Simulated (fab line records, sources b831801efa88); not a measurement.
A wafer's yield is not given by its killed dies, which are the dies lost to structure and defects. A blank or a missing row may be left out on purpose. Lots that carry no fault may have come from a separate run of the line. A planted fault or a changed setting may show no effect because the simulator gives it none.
Comparing a struck lot with a sound one + flow sfq line + 13 steps out of a route of 325
Sound: the wafers L968.1, L968.3, L968.4. Wafers L969.1, L969.4, L969.6 were the ones struck. At the end, the cause is stated.
Per side, at each step with rows, come the tool, then ch with its chambers, and then its first start. Under that, the readings that differ: sound wafers + struck wafers + difference of the means + sigmas: that difference in standard deviations of wafers without a fault.
alike: a reading whose means differ by less than 2 such deviations, as well as words and numbers matching on both sides. not compared: withheld readings; readings where some wafer has no value; bounds like >300 that might hide an equal value; numbers whose values overlap and for which the record gives no deviation.
Wherever a step has rows on one side only, a row that says differs or no value, or a row with sigmas, the two part there. Numbers that don't overlap but have no deviation are shown without sigmas and don't part them. A reading missing from all wafers of one side parts the sides only when that side holds two or more wafers.

SFQ_I0_OVL_MEAS_908:
  struck on overlay-01, day 23 08:40; sound on overlay-01, day 23 03:52
| reading     | sound      | struck | difference | sigmas |
|-------------|------------|--------|------------|--------|
| I0_OVL (nm) | -10 -5 -10 | 3 5 7  | +13        | +2     |
SFQ_TRILAYER_I0_VIA_BARC_OPEN_VIA_ETCH_046: etches BARC in O2, target depth 125 nm, time 41.7 s.
  sound on rie diel-02 ch 0,1,3, day 23 03:55; struck on rie diel-01 ch 0,1,3, day 23 08:43
  alike: drypump motor current A, oes product au, rf fwd power W
  not compared: rf hours counter h
SFQ_TRILAYER_I0_VIA_ETCH_VIA_ETCH_034: etches SiO2 in CHF3, stops on Nb, target depth 260 nm.
  sound on rie diel-02 ch 0,1,3, day 23 03:57; struck on rie diel-01 ch 0,1,3, day 23 08:45
  alike: drypump motor current A, oes product au, rf fwd power W
SFQ_TRILAYER_I0_VIA_STRIP_STRIP_035: strips in O2.
  sound on rie metal-04 ch 0,1, day 23 04:04; struck on rie metal-01 ch 0,1, day 23 08:52
  alike: drypump motor current A, oes product au
  not compared: rf hours counter h
then, 2 steps without rows for these wafers: SFQ_TRILAYER_I0_VIA_STRIP_SOLV_CLEAN_036 (cleans in NMP, time 600 s); SFQ_TRILAYER_M1_DEP_PRE_CLEAN_038 (time 22.5 s).
SFQ_TRILAYER_M1_DEP_SPUTTER_037: material Nb, target thk 200 nm, time 133.3 s.
  struck on pvd sputter-05, day 23 09:40; sound on pvd sputter-05, day 23 04:52
  alike: throttle valve pct
SFQ_M1_RS_MEAS_909: measures by four-point-probe.
  struck on film metro-03, day 23 09:46; sound on film metro-01, day 23 04:58
  alike: M1_NB_RS
then, 3 steps without rows for these wafers: SFQ_TRILAYER_M1_LITHO_COAT_044 (resist thk 62 nm); SFQ_TRILAYER_M1_LITHO_COAT_039 (resist thk 600 nm); SFQ_TRILAYER_M1_LITHO_SOFTBAKE_043.
-- the record jumps here: 6 days lie between the struck wafers' starts before and after --
SFQ_TRILAYER_M1_LITHO_EXPOSE_040: exposes mask M1, target cd 500 nm.
  struck on krf scanner-02, day 29 01:19; sound on krf scanner-01 ch 0, day 28 17:54
  no value came back on the struck wafers for exposure dose mJ cm2, focus offset nm (nm); on the sound wafers exposure dose mJ cm2 reads 14.414 14.399 14.393
  alike: mask
then, 1 step without rows for these wafers: SFQ_TRILAYER_M1_LITHO_PEB_042 (peb time 60 s).

## WHERE THEY PART
At SFQ_I0_OVL_MEAS_908 first; at SFQ_TRILAYER_M1_LITHO_EXPOSE_040 last (within this record only).

WHY: what had been put in by the simulator
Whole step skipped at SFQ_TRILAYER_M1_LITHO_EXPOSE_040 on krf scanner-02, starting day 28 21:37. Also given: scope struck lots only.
